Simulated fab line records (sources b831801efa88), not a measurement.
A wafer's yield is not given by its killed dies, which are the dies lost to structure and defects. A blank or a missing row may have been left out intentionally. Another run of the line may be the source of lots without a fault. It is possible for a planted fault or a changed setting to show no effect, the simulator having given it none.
The tool behind it: which one? -- flow sky130 -- Sampling: 12 lots, 36 wafers, 3 of 708 route steps

WHAT THE GAUGES READ, wafer by wafer
SKY_METAL1_CD_MEAS_15: target cd 140 nm. Usual: cd-nm 139.8 nm, standard deviation 1.6.
lot,measured,on,cd-nm (nm),flag
L692,day 33 04:54,cd-sem-02,138.5 138.4 138.1,
L693,day 33 14:07,cd-sem-02,139.4 138.1 141.1,
L694,day 33 15:45,cd-sem-02,139.3 137.5 137.8,
L698,day 34 23:10,cd-sem-01,140.6 138.6 141.7,
L697,day 35 01:08,cd-sem-02,137.7 137.9 137.3,
L699,day 35 11:30,cd-sem-02,140.0 139.0 139.8,
L704,day 37 00:28,cd-sem-02,141.1 140.7 141.5,
L702,day 37 03:26,cd-sem-01,136.9 136.4 138.7,
L703,day 37 04:08,cd-sem-01,137.5 137.0 137.7,
L707,day 37 22:17,cd-sem-01,138.6 137.4 138.0,
L711,day 38 20:26,cd-sem-02,140.2 141.9 141.7,
L714,day 39 20:14,cd-sem-02,137.1 138.1 137.3,

EACH LOT AND THE TOOL THAT RAN IT (in order: tool; ch and the chambers of the sampled wafers; start)
lot,SKY_CONTACT_SPUTTER_23,SKY_METAL1_SPUTTER_04
L692,"pvd-sputter-04, day 32 00:34","pvd-sputter-03, day 32 01:18"
L693,"pvd-sputter-02, day 32 10:41","pvd-sputter-03, day 32 11:26"
L694,"pvd-sputter-01, day 32 12:15","pvd-sputter-04, day 32 12:59"
L698,"pvd-sputter-01, day 33 20:17","pvd-sputter-04, day 33 21:01"
L697,"pvd-sputter-02, day 33 21:35","pvd-sputter-03, day 33 22:20"
L699,"pvd-sputter-02, day 34 08:11","pvd-sputter-03, day 34 08:56"
L704,"pvd-sputter-04, day 35 22:32","pvd-sputter-03, day 35 23:16"
L702,"pvd-sputter-01, day 36 00:44","pvd-sputter-04, day 36 01:29"
L703,"pvd-sputter-01, day 36 02:26","pvd-sputter-04, day 36 03:13"
L707,"pvd-sputter-01, day 36 20:06","pvd-sputter-03, day 36 20:50"
L711,"pvd-sputter-04, day 37 18:08","pvd-sputter-03, day 37 18:52"
L714,"pvd-sputter-02, day 38 17:47","pvd-sputter-03, day 38 18:32"
- SKY_CONTACT_SPUTTER_23: material TiN, target thk 20 nm, time 80 s.
- SKY_METAL1_SPUTTER_04: material TiN, target thk 70 nm, time 58.3 s.

AS READ BY THE TOOLS THEMSELVES (means over the sampled wafers that have a number; for cases with no such wafer, the mark the record gives instead)
SKY_CONTACT_SPUTTER_23. Usual: chamber-pressure-pa 4.999 Pa, standard deviation 0.0095; throttle-valve-pct 30.1 %, standard deviation 0.96.
lot,tool,chamber-pressure-pa (Pa),throttle-valve-pct (%),flag
L692,pvd-sputter-04,4.998,30.2,
L693,pvd-sputter-02,4.993,29.6,
L694,pvd-sputter-01,4.999,30.6,
L698,pvd-sputter-01,5.003,30.4,
L697,pvd-sputter-02,5.010,28.7,
L699,pvd-sputter-02,5.005,29.7,
L704,pvd-sputter-04,5.008,30.2,
L702,pvd-sputter-01,4.995,31.2,
L703,pvd-sputter-01,5.001,30.9,
L707,pvd-sputter-01,4.995,30.5,
L711,pvd-sputter-04,4.997,30.0,
L714,pvd-sputter-02,4.995,29.4,

SKY_METAL1_SPUTTER_04. Usual: chamber-pressure-pa 0.3999 Pa, standard deviation 0.00083; throttle-valve-pct 30.1 %, standard deviation 0.93.
lot,tool,chamber-pressure-pa (Pa),throttle-valve-pct (%),flag
L692,pvd-sputter-03,0.4003,29.9,
L693,pvd-sputter-03,0.3994,30.2,
L694,pvd-sputter-04,0.3999,30.1,
L698,pvd-sputter-04,0.4002,29.8,
L697,pvd-sputter-03,0.3996,29.7,
L699,pvd-sputter-03,0.4003,29.8,
L704,pvd-sputter-03,0.3981,29.2,
L702,pvd-sputter-04,0.4000,29.3,
L703,pvd-sputter-04,0.3994,30.1,
L707,pvd-sputter-03,0.4004,30.2,
L711,pvd-sputter-03,0.4002,29.7,
L714,pvd-sputter-03,0.3995,30.1,

THE ANSWER, worked out from the rows above alone
Rule: a lot is off if the mean of its wafers that have a number lies more than 3 standard deviations from the usual mean. Also off: a lot with no number at a reading for which 4 or more lots have one. All remaining lots with rows at the step are treated as sound. Order of review: gauges by route order, followed by the tools' own readings, for which a lot's mean as printed above is used. At the first step where some lot is off, the reading lying furthest off is the one used; lots without a number count as furthest.
Nothing can be told from this: no lot is off at any reading shown.

WHAT THE SIMULATOR HAD INSERTED
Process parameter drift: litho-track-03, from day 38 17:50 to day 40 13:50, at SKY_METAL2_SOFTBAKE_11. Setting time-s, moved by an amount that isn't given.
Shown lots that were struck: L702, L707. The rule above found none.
